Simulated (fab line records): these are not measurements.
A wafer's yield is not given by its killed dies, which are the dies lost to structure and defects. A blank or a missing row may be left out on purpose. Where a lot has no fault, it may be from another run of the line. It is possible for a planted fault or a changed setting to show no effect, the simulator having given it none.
Comparing a struck lot with a sound one | flow gf180mcu | 44 steps out of a route of 602
Sound: these wafers, L851.2, L851.3, L851.5. Struck: wafer L869.4 (left out: L869.5, L869.6 of the same lot, which were not struck); the cause appears at the end.
Each step with rows lists, per side, the tool, then ch with its chambers, then its first start. Under that, the readings that differ: sound wafers | struck wafers | difference of the means | sigmas: that difference in standard deviations of wafers without a fault.
alike: a reading whose means differ by less than 2 such deviations, as well as words and numbers matching on both sides. not compared: withheld readings; readings where some wafer has no value; bounds like >300 that might hide an equal value; numbers whose values overlap and for which the record gives no deviation.
A row with sigmas, a row that says differs or no value, or rows on one side alone: a step with any of these is where the two part. When numbers do not overlap yet have no deviation, they are printed without sigmas and do not part them. A reading missing from all wafers of one side parts the sides only when that side holds two or more wafers.

first, 4 steps without rows for these wafers: GF_V1_STRIP_19 (strips in post etch residue remover, time 1200 s); GF_V1_CLEAN_20 (cleans in DIW); GF_V1_SPUTTER_21 (material Ti, target thk 15 nm, time 80.02 s); GF_V1_SPUTTER_22 (material TiN, target thk 10 nm, time 40 s).
GF_V1_CVD_23: deposits W, target thk 350 nm, time 105.05 s.
  sound on cvd_w-01 ch 0,1, day 18 03:05; struck on cvd_w-01 ch 1, day 25 00:50
  alike: chamber_pressure_Torr, heater_power_w
GF_V1_RS_MEAS_24: measures by four-point-probe.
  sound on film_metro-02 at day 18 03:13; struck on film_metro-01 at day 25 00:58
  alike: V1_W_RS
GF_V1_THK_MEAS_25: measures by xrf.
  sound on film_metro-02 at day 18 03:20; struck on film_metro-01 at day 25 01:03
  alike: V1_W_THK
GF_V1_CMP_26: polishes, stops on SiO2, t overpolish 15 s, target thk 0 nm.
  sound on cmp-02 ch 0,2,3, day 18 03:23; struck on cmp-02 ch 0, day 25 01:08
  alike: motor_current_A, overpolish_run_s, time_to_endpoint_s
then, 1 step without rows for these wafers: GF_M2_SPUTTER_00 (material Ti, target thk 37.5 nm, time 150 s).
GF_M2_SPUTTER_01: material TiN, target thk 30 nm, time 25.93 s.
  sound on pvd_sputter-01 at day 18 03:47; struck on pvd_sputter-02 at day 25 01:29
  alike: throttle_valve_pct
then, 2 steps without rows for these wafers: GF_M2_SPUTTER_02 (material AlCu, target thk 450 nm, time 23.9 s); GF_M2_SPUTTER_03 (material Ti, target thk 10 nm, time 6.7 s).
GF_M2_SPUTTER_04: material TiN, target thk 50 nm, time 41.7 s.
  sound on pvd_sputter-01 at day 18 03:52; struck on pvd_sputter-02 at day 25 01:34
  reading                                | sound             | struck | difference | sigmas
  model.TiN_of_M2_SPUTTER_04.thk_nm (nm) | 51.04 51.17 51.39 | 62.68  | +11.48     |
  alike: throttle_valve_pct
GF_M2_RS_MEAS_05: measures by four-point-probe.
  sound on film_metro-02 at day 18 03:56; struck on film_metro-02 at day 25 01:57
  alike: M2_ALCU_RS
  not compared: hold
GF_M2_THK_MEAS_06: measures by xrf.
  sound on film_metro-02 at day 18 04:02; struck on film_metro-02 at day 25 04:42
  reading          | sound       | struck                   | difference                   | sigmas
  hold             | - - -       | await_dispo/2.6h/release | no value on the sound wafers |
  M2_ALCU_THK (nm) | 439 436 441 | 431                      | -8                           | -2
then, 7 steps without rows for these wafers: GF_M2_DEHYDRATE_07 (time 60 s); GF_M2_HMDS_08 (prime time 60 s); GF_M2_COAT_09 (resist thk 1000 nm); GF_M2_SOFTBAKE_10 (time 60 s); GF_M2_EXPOSE_11 (exposes mask Metal2, target cd 280 nm); GF_M2_PEB_12 (peb time 90 s); GF_M2_DEVELOP_13 (develop time 60 s).
GF_M2_CD_MEAS_14 targets a cd of 280 nm.
  sound on cd_sem-01 at day 19 02:56; struck on cd_sem-01 at day 25 22:56
  alike: cd_nm
GF_M2_OVL_MEAS_15:
  sound on overlay-01 at day 19 03:03; struck on overlay-02 at day 25 23:01
  reading     | sound  | struck | difference | sigmas
  M2_OVL (nm) | 5 13 6 | -2     | -10        | -2
then, 1 step without rows for these wafers: GF_M2_METAL_ETCH_16 (etches the open film in Cl2/BCl3, stops on SiO2, target depth 627.5 nm, time 104.6 s).
GF_M2_STRIP_17: strips in O2/N2.
  sound on plasma_asher-02 ch 0,1, day 19 03:11; struck on plasma_asher-02 ch 0, day 25 23:11
  alike: drypump_motor_current_A, heater_power_w, n2_flow_sccm, oes_product_au, strip_time_to_endpoint_s
  not compared: rf_hours_counter_h
then, 3 steps without rows for these wafers: GF_M2_STRIP_18 (strips in post etch residue remover, time 1200 s); GF_M2_CLEAN_19 (cleans in DIW); GF_V2_CVD_00 (deposits SiO2, target thk 600 nm, time 100 s).
GF_V2_THK_MEAS_01:
  sound on film_metro-01 at day 19 03:49; struck on film_metro-01 at day 25 23:50
  alike: V2_CVD_00_THK
GF_V2_CVD_02: deposits SiO2 from TEOS, target thk 850 nm, time 94.851 s.
  sound on pecvd-01 ch 0,1,2, day 19 03:52; struck on pecvd-04 ch 1, day 25 23:53
  alike: heater_power_w
GF_V2_THK_MEAS_03:
  sound on film_metro-04 at day 19 03:56; struck on film_metro-04 at day 25 23:58
  alike: V2_CVD_02_THK
then, 1 step without rows for these wafers: GF_V2_CMP_04 (polishes SiO2).
GF_V2_BOW_MEAS_05:
  sound on film_metro-04 at day 19 04:19; struck on film_metro-03 at day 26 00:21
  alike: V2_BOW
then, 8 steps without rows for these wafers: GF_V2_DEHYDRATE_06 (time 60 s); GF_V2_HMDS_07 (prime time 60 s); GF_V2_COAT_08; GF_V2_COAT_09 (resist thk 989.5 nm); GF_V2_SOFTBAKE_10 (time 60 s); GF_V2_EXPOSE_11 (exposes mask Via2, target cd 260 nm); GF_V2_PEB_12 (peb time 90 s); GF_V2_DEVELOP_13 (develop time 60 s).
GF_V2_STRIP_19: strips in post etch residue remover, time 1200 s.
  sound on wet_bench-02 ch 1, day 20 04:58; struck on wet_bench-04 ch 2, day 26 21:09
  reading                                | sound            | struck | difference | sigmas
  model.TiN_of_M2_SPUTTER_04.thk_nm (nm) | 50.2 50.33 50.55 | 61.84  | +11.48     |
  alike: bath_guard_temp_C
GF_PASSIVATION_PROBE_99:
  the record has rows for the sound wafers here (prober-01, day 28 21:53) and none for the struck ones

WHERE THEY PART
Earliest at GF_M2_THK_MEAS_06; latest, in this record, at GF_PASSIVATION_PROBE_99.

WHY: what the simulator had put in
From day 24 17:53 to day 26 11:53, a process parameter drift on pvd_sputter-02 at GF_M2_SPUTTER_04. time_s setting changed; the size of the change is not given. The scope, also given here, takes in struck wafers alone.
